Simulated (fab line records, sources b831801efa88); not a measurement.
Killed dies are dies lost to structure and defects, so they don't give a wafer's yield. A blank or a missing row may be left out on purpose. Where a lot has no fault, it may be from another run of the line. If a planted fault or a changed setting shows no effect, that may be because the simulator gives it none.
Problem report, 8D (eight disciplines) form, completed by code || flow sky130 || the parts of the form that need people (team, actions taken, sign-off) are left out

## 1. THE PROBLEM
Across 6 wafers from 2 lots, VT_ADJUST_LVTN_2_TW at SKY_VT_ADJUST_LVTN_TW_MEAS_21 averages 172.3, while fault-free wafers read 188.2 with a standard deviation of 1.4. Relative to the usual mean, that is a shift of -11 standard deviations.
Seen first at day 11 02:37 on film metro-01, wafer L167.1. The record holds 36 wafers of 12 lots with a number at this step. Rule for "out" (also "out of limits"): further than 4 standard deviations from the usual mean. Any other wafer with a number is counted as sound.

## 2. WHAT IT IS, AND WHAT IT ISN'T
{"question": "which readings at this step", "is": "VT_ADJUST_LVTN_2_TW", "is not": "-"}
{"question": "which lots", "is": "L167, L168", "is not": "L155, L158, L159, L161, L162, L164, L173, L174, L175, L178"}
{"question": "which wafers of those lots", "is": "all that have a number", "is not": "-"}
{"question": "read on which gauges", "is": "film metro-01, film metro-02", "is not": "film metro-04"}
{"question": "when", "is": "from day 11 02:37", "is not": "up to then (18 sound wafers); but 12 sound wafers of L173, L174, L175, L178 came after"}

## 3. THE SUSPECTS, EACH WITH WHAT RULES IT OUT
Counting: any tool at a process step up to the reading is kept as a suspect provided that every lot that is out went through it and no sound lot did after the first of them.
- the gauge at SKY_VT_ADJUST_LVTN_TW_MEAS_21 has been ruled out. 2 gauges (film metro-01, film metro-02) read the wafers that are out.
- implanter-04 at SKY_VT_ADJUST_LVTN_IMPLANT_19: kept. All lots that are out passed through it, beginning with L167 at day 11 02:22, and no sound lot followed; its final sound lot before that point was L162 at day 9 19:48. On those wafers its own readings are out: dose ions cm2, faraday current uA.
Remaining after the count: implanter-04 at SKY_VT_ADJUST_LVTN_IMPLANT_19.

## 4. THE CAUSE (what the simulator had put in)
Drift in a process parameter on implanter-04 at SKY_VT_ADJUST_LVTN_IMPLANT_19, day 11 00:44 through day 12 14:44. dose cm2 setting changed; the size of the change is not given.
Counting left only this tool.

## 5. THE CHAIN OF EFFECTS, in route order
Each row: a reading where the mean over the struck wafers with a number is more than 3 standard deviations away from the usual. Readings are gone through only where the record gives a usual standard deviation; hours: the median, over the lots, of the time from a lot's start at the first step in this table giving one to that lot's start at this step; sigmas: the change measured in usual standard deviations.
{"hours": 0, "step": "SKY_VT_ADJUST_LVTN_IMPLANT_19", "reading": "dose ions cm2", "usual": 6.501e+11, "on struck wafers": 4.785e+11, "change": -1.716e+11, "sigmas": "-99 or more"}
{"hours": 0, "step": "SKY_VT_ADJUST_LVTN_IMPLANT_19", "reading": "faraday current uA", "usual": 3.67, "on struck wafers": 2.67, "change": -1.00, "sigmas": -15}
{"hours": 0, "step": "SKY_VT_ADJUST_LVTN_TW_MEAS_21", "reading": "VT_ADJUST_LVTN_2_TW", "usual": 188.2, "on struck wafers": 172.3, "change": -15.9, "sigmas": -11}
It contains these process steps:
- SKY_VT_ADJUST_LVTN_IMPLANT_19
At these later measuring or inspecting steps, every struck wafer for which the step has a row has a number for every such reading, and none has moved that far: SKY_POLY_GATE_CD_MEAS_22.

## 6. HOW IT WOULD HAVE BEEN CAUGHT EARLIER
2 hours passed between the start of the fault at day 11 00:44 and the first reading out of limits at a measuring or inspecting step in this record, taken at day 11 02:37.
Tool's own readings at SKY_VT_ADJUST_LVTN_IMPLANT_19, dose ions cm2, faraday current uA: out on all struck wafers the step has rows for; an alarm limit on them would have tripped on the first.
Lots out: 2; of these, L168 started SKY_VT_ADJUST_LVTN_IMPLANT_19 on implanter-04 after day 11 02:37. Holding the tool at that time would have saved it.
